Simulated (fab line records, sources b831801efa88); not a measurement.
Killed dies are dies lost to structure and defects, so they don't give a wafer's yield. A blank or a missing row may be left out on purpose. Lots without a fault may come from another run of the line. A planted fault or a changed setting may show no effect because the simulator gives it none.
fab line records | flow sky130
record lots=6 wafers=18 last_day=50
route steps=708 shown FIELD_ISO@6 PAD_OPEN@708
lots that met no fault: from a run of the same line without faults
start_h: hours from the record's first day to the start of the lot's first wafer shown | wait_h: hours since the lot's step before | " the same as in the row above | L1.1+2: a row that stands for several wafers | - no value, or no start given | * or withheld: withheld | < > ~ a bound
route shown NAME@n: a module of which the file shows steps, and the number in the route of the first | usual: mean/standard deviation of fault-free wafers | same: alike in all rows | chamber/n: place in a boat | sites: the reading at each site | _std_site: their standard deviation | _edge_site: outer sites' mean less inner sites' | radius_mm: how far each site lies from the wafer's centre | mask NAME#n: copy n | behind: the tool/chamber that last shaped the wafer | hold: why the lot was held/for how many hours/how that ended | device: the transistor (n, p or np) that didn't switch | end of line: the same wafers' tests at the end of the route | a step without rows: its recipe alone | killed: dies lost to structure and defects at the first sort, not the wafer's yield | map: a wafer's dies, x killed, . not, _ none there
set.NAME: the setting as run; set.NAME@STEP: as run at that earlier step | model.NAME: the simulator's own value behind a step, which no gauge read
lots at some steps of the route; a table a step, a row a wafer
services: from which hour (start_h, from the record's first day; less than 0 if before it) a tool's chamber was out of use, for how many hours, and why
## steps
# step SKY_FIELD_ISO_DEHYDRATE_05
# recipe temp_c=200 time_s=60
# step SKY_FIELD_ISO_HMDS_06
# recipe prime_time_s=60 prime_temp_c=120
# step SKY_FIELD_ISO_COAT_07
# recipe resist=BARC temp_c=withheld time_s=withheld spin_rpm=3000 resist_thk_nm=60
# step SKY_FIELD_ISO_COAT_08
# recipe resist=KrF-thick spin_rpm=3000 resist_thk_nm=450
# step SKY_FIELD_ISO_SOFTBAKE_09
# recipe temp_c=100 time_s=90 resist=KrF-thick
# step SKY_FIELD_ISO_EXPOSE_10
# recipe mask_id=FOM na=0.68 source_shape=annular sigma_inner=0.4 sigma_outer=0.8 target_cd_nm=150 dose_mj=28
# step SKY_FIELD_ISO_PEB_11
# recipe peb_temp_c=withheld peb_time_s=withheld resist=KrF-thick
# step SKY_FIELD_ISO_DEVELOP_12
# recipe develop_time_s=60 resist=KrF-thick dev_temp_c=21
# step SKY_FIELD_ISO_CD_MEAS_13
# recipe target_cd_nm=150
# usual cd_nm=149.4/1.3
# columns lot.wafer tool chamber start_h wait_h cd_nm
L934.1 cd_sem-01 - 43.91 - 149.4
L934.5 " - " " 149.4
L934.6 " - " " 149.3
L935.3 cd_sem-01 - 48.88 - 150.5
L935.4 " - " " 149.1
L935.5 " - " " 149.5
L938.1 cd_sem-02 - 65.91 - 147.0
L938.4 " - " " 148.3
L938.5 " - " " 148.1
L939.4 cd_sem-01 - 70.77 - 147.8
L939.5 " - " " 148.2
L939.6 " - " " 147.8
L940.2 cd_sem-01 - 76.63 - 146.9
L940.4 " - " " 148.0
L940.5 " - " " 146.5
L952.2 cd_sem-01 - 157.33 - 149.0
L952.4 " - " " 149.2
L952.6 " - " " 149.4
# step SKY_FIELD_ISO_ETCH_14
# recipe chemistry=N2/H2 target=BARC ion_energy_ev=200 source_w=500 bias_w=100 pressure_mtorr=30 n2_flow_sccm=100 h2_flow_sccm=200 stop_on=SiO2 time_s=45.9 target_depth_a=600
# usual drypump_motor_current_A=5.5/0.44 oes_product_au=0.854/0.005 throttle_valve_pct=13.225/0.0087
# columns lot.wafer tool chamber start_h wait_h drypump_motor_current_A oes_product_au rf_hours_counter_h throttle_valve_pct
L934.1 rie_diel-04 2 44.03 0.1 5.8 0.848 64 13.229
L934.5 " 3 " " 5.2 0.856 - 13.216
L934.6 " 0 " " 5.6 0.851 - 13.227
L935.3 rie_diel-04 3 48.96 0.1 5.2 0.860 125 13.220
L935.4 " 0 " " 5.6 0.849 45 13.227
L935.5 " 3 " " 5.2 0.862 - 13.222
L938.1 rie_diel-01 1 66.03 0.1 6.0 0.854 32 13.234
L938.4 " 2 " " 6.2 0.843 25 13.239
L938.5 " 3 " " 5.7 0.847 - 13.220
L939.4 rie_diel-04 1 70.83 0.0 4.9 0.859 140 13.224
L939.5 " 0 " " 5.6 0.855 - 13.216
L939.6 " 3 " " 5.2 0.849 - 13.225
L940.2 rie_diel-01 0 76.73 0.1 4.9 0.850 34 13.224
L940.4 " 3 " " 5.7 0.859 67 13.222
L940.5 " 1 " " 6.0 0.851 - 13.216
L952.2 rie_diel-01 0 157.43 0.1 4.9 0.857 35 13.243
L952.4 " 1 " " 6.0 0.861 34 13.218
L952.6 " 1 " " 6.0 0.854 - 13.230
# step SKY_FIELD_ISO_ETCH_15
# recipe chemistry=CHF3/O2 target_depth_nm=180 stop_on=Si source_w=600 bias_w=200 pressure_mtorr=40 chf3_flow_sccm=50 O2_flow_sccm=5 time_s=72
# usual drypump_motor_current_A=5.5/0.44 oes_product_au=0.945/0.0078 throttle_valve_pct=8.843/0.0094
# columns lot.wafer tool chamber start_h wait_h drypump_motor_current_A oes_product_au rf_hours_counter_h throttle_valve_pct
L934.1 rie_diel-04 2 44.07 0.0 5.7 0.951 64 8.842
L934.5 " 3 " " 5.2 0.939 - 8.829
L934.6 " 0 " " 5.6 0.950 - 8.827
L935.3 rie_diel-04 3 49.00 0.0 5.2 0.950 125 8.859
L935.4 " 0 " " 5.6 0.949 45 8.826
L935.5 " 3 " " 5.2 0.954 - 8.828
L938.1 rie_diel-01 1 66.07 0.0 6.0 0.950 32 8.839
L938.4 " 2 " " 6.2 0.935 25 8.837
L938.5 " 3 " " 5.7 0.940 - 8.853
L939.4 rie_diel-04 1 70.87 0.0 4.9 0.967 140 8.860
L939.5 " 0 " " 5.6 0.961 - 8.830
L939.6 " 3 " " 5.2 0.952 - 8.827
L940.2 rie_diel-01 0 76.77 0.0 4.9 0.951 34 8.841
L940.4 " 3 " " 5.6 0.941 67 8.864
L940.5 " 1 " " 6.0 0.945 - 8.827
L952.2 rie_diel-01 0 157.47 0.0 4.9 0.944 35 8.822
L952.4 " 1 " " 6.0 0.942 34 8.846
L952.6 " 1 " " 6.0 0.948 - 8.838
# step SKY_FIELD_ISO_STRIP_16
# recipe chemistry=O2/N2 power_w=1400 pressure_mtorr=1500 platen_temp_c=withheld o2_flow_sccm=3000 n2_flow_sccm=300 overash_fraction=0.5
# usual drypump_motor_current_A=5.5/0.4 oes_product_au=0.378/0.0048 strip_time_to_endpoint_s=3.541/0.026
# columns lot.wafer tool chamber start_h wait_h drypump_motor_current_A oes_product_au rf_hours_counter_h strip_time_to_endpoint_s
L934.1 plasma_asher-01 1 44.13 0.0 5.8 0.378 36 3.532
L934.5 " 1 " " 5.8 0.379 - 3.586
L934.6 " 0 " " 4.9 0.377 - 3.548
L935.3 plasma_asher-04 1 49.09 0.1 5.8 0.372 - 3.588
L935.4 " 0 " " 6.0 0.376 - 3.549
L935.5 " 0 " " 6.0 0.377 - 3.573
L938.1 plasma_asher-01 1 66.13 0.0 5.8 0.372 38 3.565
L938.4 " 0 " " 5.0 0.381 - 3.543
L938.5 " 0 " " 5.0 0.376 - 3.535
L939.4 plasma_asher-01 0 70.96 0.1 5.0 0.377 - 3.545
L939.5 " 1 " " 5.7 0.384 - 3.536
L939.6 " 0 " " 4.9 0.371 - 3.573
L940.2 plasma_asher-03 1 76.83 0.0 5.7 0.375 39 3.538
L940.4 " 1 " " 5.7 0.374 - 3.500
L940.5 " 0 " " 5.1 0.375 - 3.505
L952.2 plasma_asher-03 1 157.53 0.0 5.8 0.372 47 3.515
L952.4 " 0 " " 5.0 0.385 - 3.538
L952.6 " 0 " " 5.0 0.376 - 3.571
# step SKY_FIELD_ISO_ETCH_17
# recipe target_depth_a=3420 mask_material=Si3N4 chemistry=HBr/Cl2/O2 target=Si taper_deg=5 icp_w=600 bias_w=150 pressure_mtorr=15 HBr_flow_sccm=150 Cl2_flow_sccm=40 O2_flow_sccm=6 time_s=97.7
# usual drypump_motor_current_A=5.6/0.53 oes_product_au=1.005/0.0092 throttle_valve_pct=25.652/0.012
# columns lot.wafer tool chamber start_h wait_h drypump_motor_current_A oes_product_au rf_hours_counter_h throttle_valve_pct model.etch.depth_nm model.FIELD_ISO.feature_depth_nm model.Si3N4_of_FIELD_ISO_CVD_03.thk_nm
L934.1 rie_si-02 3 44.23 0.1 6.3 1.017 148 25.635 350.8 350.8 150.8
L934.5 " 2 " " 4.9 1.001 - 25.659 341 341 148.2
L934.6 " 1 " " 5.2 1.003 - 25.659 343.8 343.8 150.9
L935.3 rie_si-01 3 49.16 0.0 6.3 0.992 98 25.674 338.4 338.4 151.8
L935.4 " 2 " " 6.0 0.984 132 25.662 339.4 339.4 151.5
L935.5 " 0 " " 5.3 1.003 - 25.657 342.7 342.7 152
L938.1 rie_si-02 0 66.23 0.1 6.0 1.012 2 25.651 348.1 348.1 149.5
L938.4 " 1 " " 5.2 1.008 60 25.653 342.3 342.3 148.3
L938.5 " 3 " " 6.2 0.770 - 25.802 224 224 154.9
L939.4 rie_si-01 1 71.03 0.0 5.3 0.997 117 25.669 342.3 342.3 154.4
L939.5 " 3 " " 6.3 1.003 - 25.653 340.9 340.9 154.5
L939.6 " 0 " " 5.3 1.003 - 25.633 345.3 345.3 152.5
L940.2 rie_si-02 3 76.93 0.1 6.4 0.769 149 25.802 222.4 222.4 156.1
L940.4 " 2 " " 4.9 1.000 83 25.666 341.1 341.1 150.6
L940.5 " 2 " " 4.9 1.008 - 25.654 345.1 345.1 148.8
L952.2 rie_si-02 2 157.63 0.1 4.9 0.985 83 25.667 335.4 335.4 149.1
L952.4 " 0 " " 6.0 1.001 2 25.672 341.5 341.5 148.5
L952.6 " 2 " " 4.9 1.000 - 25.650 338.8 338.8 150.2
# step SKY_FIELD_ISO_WET_ETCH_18
# recipe chemistry=H3PO4 target_depth_nm=25 temp_c=160 target=Si3N4 time_s=286
# step SKY_FIELD_ISO_CLEAN_19
# recipe chemistry=SC1/SC2 mix=1:4:20 temp_c=70 time_s=150
# step SKY_FIELD_ISO_CLEAN_20
# recipe chemistry=dHF time_s=20 dilution=100:1
# step SKY_FIELD_ISO_WET_ETCH_21
# recipe chemistry=dHF dilution=100:1 target_depth_nm=20 dry=ipa_marangoni target=SiO2 temp_c=25 time_s=400
# step SKY_FIELD_ISO_OXIDATION_22
# recipe temp_c=950 ambient=O2 stabilise_s=600 purge_s=300 target_thk_a=100 ox_time_s=623
# step SKY_FIELD_ISO_THK_MEAS_23
# recipe reads=SiO2_of_FIELD_ISO_OXIDATION_22
# usual FIELD_ISO_OXIDATION_01_THK=10.02/0.18
# columns lot.wafer tool chamber start_h wait_h FIELD_ISO_OXIDATION_01_THK[nm]
L934.1 film_metro-03 - 45.75 0.0 10.14
L934.5 " - " " 10.03
L934.6 " - " " 10.02
L935.3 film_metro-02 - 50.70 0.0 10.32
L935.4 " - " " 10.31
L935.5 " - " " 10.38
L938.1 film_metro-04 - 68.13 0.0 9.94
L938.4 " - " " 9.95
L938.5 " - " " 10.07
L939.4 film_metro-03 - 73.74 0.0 10.19
L939.5 " - " " 10.09
L939.6 " - " " 10.11
L940.2 film_metro-02 - 79.52 0.0 9.98
L940.4 " - " " 9.92
L940.5 " - " " 9.81
L952.2 film_metro-03 - 159.68 0.1 10.13
L952.4 " - " " 10.11
L952.6 " - " " 10.07
# step SKY_FIELD_ISO_CVD_24
# recipe material=SiO2 target_thk_nm=595 temp_c=650 sigma_open_frac=0.3 time_s=99.2 sih4_flow_sccm=60 pressure_mtorr=6
# step SKY_FIELD_ISO_THK_MEAS_25
# recipe reads=SiO2_of_FIELD_ISO_CVD_24
# usual FIELD_ISO_CVD_24_THK=595/5.5
# columns lot.wafer tool chamber start_h wait_h FIELD_ISO_CVD_24_THK[nm]
L934.1 film_metro-03 - 45.89 0.0 599
L934.5 " - " " 590
L934.6 " - " " 592
L935.3 film_metro-04 - 50.83 0.1 598
L935.4 " - " " 595
L935.5 " - " " 599
L938.1 film_metro-03 - 68.34 0.0 588
L938.4 " - " " 593
L938.5 " - " " 604
L939.4 film_metro-02 - 73.87 0.0 593
L939.5 " - " " 593
L939.6 " - " " 585
L940.2 film_metro-04 - 79.66 0.0 593
L940.4 " - " " 596
L940.5 " - " " 585
L952.2 film_metro-04 - 159.88 0.0 601
L952.4 " - " " 597
L952.6 " - " " 588
# step SKY_FIELD_ISO_ANNEAL_26
# recipe temp_c=1000 time_s=1800 ambient=N2
# step SKY_FIELD_ISO_CMP_27
# recipe stop_on=Si3N4 t_overpolish_s=16 down_force_psi=4 platen_rpm=60 target_thk_nm=457.8 pad_velocity_m_s=0.94248
# usual motor_current_A=12.5/1.3 overpolish_run_s=16.000/0.0097 platen_rpm=60.00/0.041 retaining_ring_pressure_frac=1.000/0.0046 time_to_endpoint_s=113/4.5
# columns lot.wafer tool chamber start_h wait_h motor_current_A overpolish_run_s platen_rpm retaining_ring_pressure_frac time_to_endpoint_s
L934.1 cmp-01 1 48.18 0.1 12.3 16.000 59.99 1.008 116
L934.5 " 0 " " 13.9 15.985 60.01 0.999 107
L934.6 " 1 " " 12.9 15.998 60.00 1.006 116
L935.3 cmp-02 1 52.42 0.1 10.7 16.003 59.95 0.995 117
L935.4 " 2 " " 14.3 16.007 59.94 1.010 114
L935.5 " 0 " " 11.0 16.012 60.04 1.009 115
L938.1 cmp-01 0 70.30 0.4 13.5 15.998 59.97 0.995 111
L938.4 " 1 " " 12.2 15.987 59.97 1.001 120
L938.5 " 3 " " 11.4 15.995 60.08 0.992 116
L939.4 cmp-02 2 77.23 0.1 14.1 15.998 60.01 1.009 106
L939.5 " 3 " " 12.8 15.998 59.96 1.001 113
L939.6 " 0 " " 11.2 15.996 59.97 0.992 107
L940.2 cmp-01 2 81.57 0.1 11.8 16.014 60.07 0.998 117
L940.4 " 3 " " 11.5 15.999 59.97 1.002 117
L940.5 " 2 " " 11.8 16.000 60.00 0.985 119
L952.2 cmp-01 1 162.83 0.1 13.0 15.995 59.96 1.005 118
L952.4 " 3 " " 12.0 15.997 59.95 1.003 116
L952.6 " 1 " " 12.7 15.997 60.00 1.001 114
# step SKY_FIELD_ISO_WET_ETCH_28
# recipe chemistry=dHF target_depth_nm=23.7 target=SiO2 dilution=10:1 temp_c=25 time_s=47
# columns lot.wafer tool chamber start_h wait_h model.Si3N4_of_FIELD_ISO_CVD_03.thk_nm
L934.1 wet_bench-03 0 48.43 0.2 119.8
L934.5 " 0 " " 117.2
L934.6 " 0 " " 119.9
L935.3 wet_bench-02 1 52.67 0.2 120.8
L935.4 " 1 " " 120.5
L935.5 " 1 " " 121
L938.1 wet_bench-04 2 70.50 0.1 118
L938.4 " 2 " " 116.9
L938.5 " 2 " " 123.4
L939.4 wet_bench-02 3 77.38 0.1 123.5
L939.5 " 3 " " 123.6
L939.6 " 3 " " 121.7
L940.2 wet_bench-03 2 81.82 0.2 125
L940.4 " 2 " " 119.4
L940.5 " 2 " " 117.7
L952.2 wet_bench-02 0 163.08 0.2 118.6
L952.4 " 0 " " 117.9
L952.6 " 0 " " 119.6
# step SKY_FIELD_ISO_WET_ETCH_29
# recipe chemistry=H3PO4 target_depth_nm=160 target=Si3N4 temp_c=160 time_s=1825
# step SKY_PAD_OPEN_PROBE_99
# usual killed_at_M0_to_M3=43/7.3 killed_at_M4_up=3.0/2 killed_at_contacts=24/5.2 killed_at_front_end=15/4.4 killed_at_other=0.2/0.48 killed_dies=86/9.1 killed_open=47/7.3 killed_short=38/6.4
# same gross_dies=492 killed_at_back_side=0
# columns lot.wafer tool chamber start_h wait_h killed_at_M0_to_M3 killed_at_M4_up killed_at_contacts killed_at_front_end killed_at_other killed_dies killed_open killed_short model.etest.pfet_16v.r_on_ohm_um model.etest.res_p_drift_20v.line_ohm_um model.etest.res_p_drift_20v.rs_ohm_sq model.etest.res_iso_pwell.rs_ohm_sq model.etest.nfet_16v.r_on_ohm_um model.etest.res_iso_pwell.line_ohm_um model.etest.res_nwell.line_ohm_um model.etest.res_nwell.rs_ohm_sq
L934.1 prober-01 - 1083.84 0.1 35 3 21 15 0 74 44 30 1.556e+04 1.152e+04 9819 3118 1.408e+04 1178 1205 992.6
L934.5 prober-01 - 1084.04 0.2 55 1 25 13 0 94 51 43 1.487e+04 1.074e+04 8985 2785 1.363e+04 1037 1118 938.5
L934.6 prober-01 - 1084.09 0.2 47 5 32 10 0 94 40 54 1.509e+04 1.122e+04 9370 2942 1.391e+04 1109 1167 974
L935.3 prober-02 - 1090.64 0.2 35 2 38 16 0 91 62 29 1.473e+04 1.146e+04 9530 2713 1.421e+04 1031 1061 877.8
L935.4 prober-02 - 1090.69 0.2 44 6 29 13 1 93 49 41 1.472e+04 1.141e+04 9431 2716 1.416e+04 1006 1055 882.8
L935.5 prober-02 - 1090.74 0.2 44 3 36 20 1 104 45 56 1.492e+04 1.16e+04 9697 2772 1.416e+04 1035 1068 893.3
L938.1 prober-01 - 1110.77 0.1 55 5 19 16 0 95 58 37 1.54e+04 1.082e+04 9029 3477 1.471e+04 1310 1004 862.3
L938.4 prober-01 - 1110.92 0.2 41 5 25 16 0 87 54 33 1.512e+04 1.055e+04 8843 3350 1.455e+04 1255 1001 853.8
L938.5 prober-01 - 1110.97 0.2 57 0 25 14 0 96 61 35 1.229e+04 7623 6489 1927 1.389e+04 718.7 843.2 692.1
L939.4 prober-02 - 1117.61 0.2 48 1 25 22 0 96 63 32 1.544e+04 1.096e+04 9126 3046 1.386e+04 1158 1169 990.9
L939.5 prober-02 - 1117.66 0.2 53 2 24 13 0 92 42 50 1.537e+04 1.107e+04 9016 3050 1.39e+04 1138 1183 986
L939.6 prober-02 - 1117.71 0.2 60 4 20 12 0 96 60 36 1.536e+04 1.102e+04 9140 3072 1.388e+04 1164 1192 996.9
L940.2 prober-01 - 1123.62 0.1 36 5 25 22 0 88 53 34 1.241e+04 7866 6595 1885 1.32e+04 704.4 886.9 727.2
L940.4 prober-01 - 1123.72 0.2 35 3 31 17 2 88 51 36 1.5e+04 1.049e+04 8717 3042 1.391e+04 1140 1148 960.3
L940.5 prober-01 - 1123.77 0.2 47 2 24 19 0 92 57 35 1.519e+04 1.054e+04 8863 3112 1.39e+04 1173 1176 975.7
L952.2 prober-01 - 1207.73 0.1 54 0 22 10 1 87 46 41 1.459e+04 9816 8180 2989 1.414e+04 1146 1057 890.5
L952.4 prober-01 - 1207.83 0.2 36 3 18 16 0 73 32 41 1.488e+04 1.015e+04 8296 3105 1.42e+04 1176 1067 908
L952.6 prober-01 - 1207.93 0.2 47 7 23 14 0 91 49 42 1.471e+04 1.004e+04 8169 3058 1.415e+04 1171 1067 902
# killed by level:class
L934.1 VIA1:geometric_particle:open=13 CONTACT:geometric_particle:open=11 POLY_GATE:geometric_particle:short=6 METAL1:geometric_particle:short=4 POLY_GATE:geometric_particle:open=3 LI_CONTACT:geometric_particle:open=3 VIA1:geometric_particle:short=3 VIA2:geometric_particle:open=3
L934.5 VIA1:geometric_particle:open=15 VIA1:geometric_particle:short=8 LI_CONTACT:geometric_particle:open=7 VIA3:geometric_particle:open=6 CONTACT:geometric_particle:open=6 CONTACT:geometric_particle:short=6 METAL1:geometric_particle:short=6 VIA2:geometric_particle:open=5
L934.6 METAL2:geometric_particle:short=9 LOCAL_INTERCONNECT:geometric_particle:short=9 CONTACT:geometric_particle:open=8 VIA3:geometric_particle:open=8 LI_CONTACT:geometric_particle:open=7 VIA1:geometric_particle:open=7 VIA1:geometric_particle:short=6 VIA2:geometric_particle:open=4
L935.3 LI_CONTACT:geometric_particle:open=15 CONTACT:geometric_particle:open=12 VIA2:geometric_particle:open=9 VIA3:geometric_particle:open=8 FIELD_ISO:geometric_particle:open=6 VIA1:geometric_particle:open=6 METAL1:geometric_particle:short=4 LI_CONTACT:geometric_particle:short=4
L935.4 CONTACT:geometric_particle:open=15 METAL1:geometric_particle:short=9 VIA1:geometric_particle:open=9 VIA1:geometric_particle:short=9 VIA2:geometric_particle:open=6 LI_CONTACT:geometric_particle:open=6 METAL4:geometric_particle:short=4 FIELD_ISO:geometric_particle:open=3
L935.5 VIA1:geometric_particle:open=13 CONTACT:geometric_particle:open=10 CONTACT:geometric_particle:short=9 LI_CONTACT:geometric_particle:open=6 LI_CONTACT:geometric_particle:short=5 VIA1:geometric_particle:short=5 POLY_GATE:geometric_particle:short=5 LOCAL_INTERCONNECT:geometric_particle:short=5
L938.1 VIA1:geometric_particle:open=18 CONTACT:geometric_particle:open=8 VIA1:geometric_particle:short=7 VIA3:geometric_particle:open=6 FIELD_ISO:geometric_particle:open=5 VIA2:geometric_particle:short=5 VIA2:geometric_particle:open=5 POLY_GATE:geometric_particle:open=4
L938.4 VIA2:geometric_particle:open=10 VIA3:geometric_particle:open=9 LI_CONTACT:geometric_particle:open=8 CONTACT:geometric_particle:open=8 VIA1:geometric_particle:open=7 POLY_GATE:geometric_particle:open=5 POLY_GATE:geometric_particle:short=4 CONTACT:geometric_particle:short=4
L938.5 VIA1:geometric_particle:open=18 VIA2:geometric_particle:open=11 LI_CONTACT:geometric_particle:open=7 VIA3:geometric_particle:open=7 CONTACT:geometric_particle:short=6 CONTACT:geometric_particle:open=6 METAL2:geometric_particle:short=5 VIA1:geometric_particle:short=5
L939.4 VIA1:geometric_particle:open=11 LI_CONTACT:geometric_particle:open=10 CONTACT:geometric_particle:open=9 METAL1:geometric_particle:short=8 POLY_GATE:geometric_particle:open=6 FIELD_ISO:geometric_particle:open=5 VIA3:geometric_particle:open=5 METAL1:geometric_particle:open=4
L939.5 METAL1:geometric_particle:short=18 CONTACT:geometric_particle:open=10 LI_CONTACT:geometric_particle:open=8 VIA1:geometric_particle:short=5 VIA1:geometric_particle:open=5 VIA3:geometric_particle:open=5 POLY_GATE:geometric_particle:short=4 VIA2:geometric_particle:short=4
L939.6 VIA1:geometric_particle:open=14 VIA2:geometric_particle:open=11 CONTACT:geometric_particle:open=9 LI_CONTACT:geometric_particle:open=7 VIA3:geometric_particle:open=7 METAL2:geometric_particle:short=6 METAL1:geometric_particle:short=6 CONTACT:geometric_particle:short=4
L940.2 CONTACT:geometric_particle:open=9 VIA1:geometric_particle:open=9 FIELD_ISO:geometric_particle:open=8 LI_CONTACT:geometric_particle:open=7 VIA3:geometric_particle:open=6 FIELD_ISO:geometric_particle:short=5 METAL4:geometric_particle:short=5 POLY_GATE:geometric_particle:open=4
L940.4 CONTACT:geometric_particle:open=14 VIA1:geometric_particle:open=8 CONTACT:geometric_particle:short=6 VIA3:geometric_particle:open=6 METAL2:geometric_particle:short=5 LI_CONTACT:geometric_particle:open=5 VIA1:geometric_particle:short=5 FIELD_ISO:geometric_particle:open=4
L940.5 VIA1:geometric_particle:open=13 CONTACT:geometric_particle:open=12 VIA3:geometric_particle:open=9 FIELD_ISO:geometric_particle:open=7 VIA2:geometric_particle:open=7 LOCAL_INTERCONNECT:geometric_particle:short=5 METAL2:geometric_particle:short=5 FIELD_ISO:geometric_particle:short=4
L952.2 VIA3:geometric_particle:open=9 VIA1:geometric_particle:open=9 CONTACT:geometric_particle:open=7 METAL2:geometric_particle:short=7 LI_CONTACT:geometric_particle:open=6 VIA1:geometric_particle:short=6 VIA2:geometric_particle:short=5 VIA2:geometric_particle:open=4
L952.4 VIA2:geometric_particle:open=6 LI_CONTACT:geometric_particle:open=5 VIA1:geometric_particle:open=5 VIA3:geometric_particle:open=5 FIELD_ISO:geometric_particle:short=4 POLY_GATE:geometric_particle:short=4 LI_CONTACT:geometric_particle:short=4 CONTACT:geometric_particle:open=4
L952.6 CONTACT:geometric_particle:open=9 VIA1:geometric_particle:open=8 VIA3:geometric_particle:open=8 VIA1:geometric_particle:short=7 FIELD_ISO:geometric_particle:short=6 VIA2:geometric_particle:open=6 LI_CONTACT:geometric_particle:open=5 METAL4:geometric_particle:short=5
## services
# columns tool chamber start_h hours kind
rie_diel-04 - 20.22 14.6 pm
cmp-02 - 28.78 0.5 repair
wet_bench-03 - 28.87 3.1 repair
rie_diel-01 2 30.18 13.1 repair
plasma_asher-03 - 36.26 2.2 repair
rie_diel-01 1 50.30 5.8 repair
rie_diel-01 3 52.81 5.2 repair
wet_bench-02 - 59.30 6.8 repair
cmp-02 - 64.00 4.0 pm
rie_si-02 3 85.44 - clean
rie_si-02 3 85.44 18.7 scheduled_down
plasma_asher-04 - 91.27 7.8 repair
cmp-01 - 93.50 0.8 repair
rie_si-02 - 99.80 2.8 pm
rie_diel-04 - 105.75 15.6 pm
plasma_asher-01 - 108.75 9.0 pm
cmp-01 - 128.44 3.2 repair
cmp-01 - 131.65 3.6 pm
rie_si-02 1 133.76 3.0 repair
cmp-02 - 134.34 0.9 repair
rie_diel-01 2 148.33 2.9 repair
cmp-02 - 150.32 4.7 pm
plasma_asher-04 - 151.21 10.0 pm
rie_diel-04 1 155.44 2.0 repair
## key
first_sign step=SKY_FIELD_ISO_ETCH_17 reading=oes_product_au direction=down sigmas=26 usual=1.005 struck=0.769
effect step=SKY_FIELD_ISO_ETCH_17 reading=throttle_valve_pct direction=up sigmas=12 usual=25.652 struck=25.802
model_effect step=SKY_FIELD_ISO_ETCH_17 value=etch.depth_nm without=353.3 struck=223.2
model_effect step=SKY_FIELD_ISO_WET_ETCH_28 value=Si3N4_of_FIELD_ISO_CVD_03.thk_nm without=118.5 struck=124.2
model_effect step=SKY_PAD_OPEN_PROBE_99 value=etest.pfet_16v.r_on_ohm_um without=1.578e+04 struck=1.235e+04
met_at SKY_FIELD_ISO_ETCH_17
struck_wafers L938.5,L940.2
tester_left_out L938,L940
onset_between 44.23 66.23
fault kind=process_parameter_drift tool=rie_si-02 chamber=3 onset_h=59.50 steps=SKY_FIELD_ISO_ETCH_17 channel=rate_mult offset=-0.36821 shape=step end_h=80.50
# tester_left_out: of these lots the tester's yield and bins aren't shown, on N5 and GAA mostly nor the transistor test; their killed dies are dies lost to structure and defects alone, not to doping, threshold or leakage, so they don't give the yield
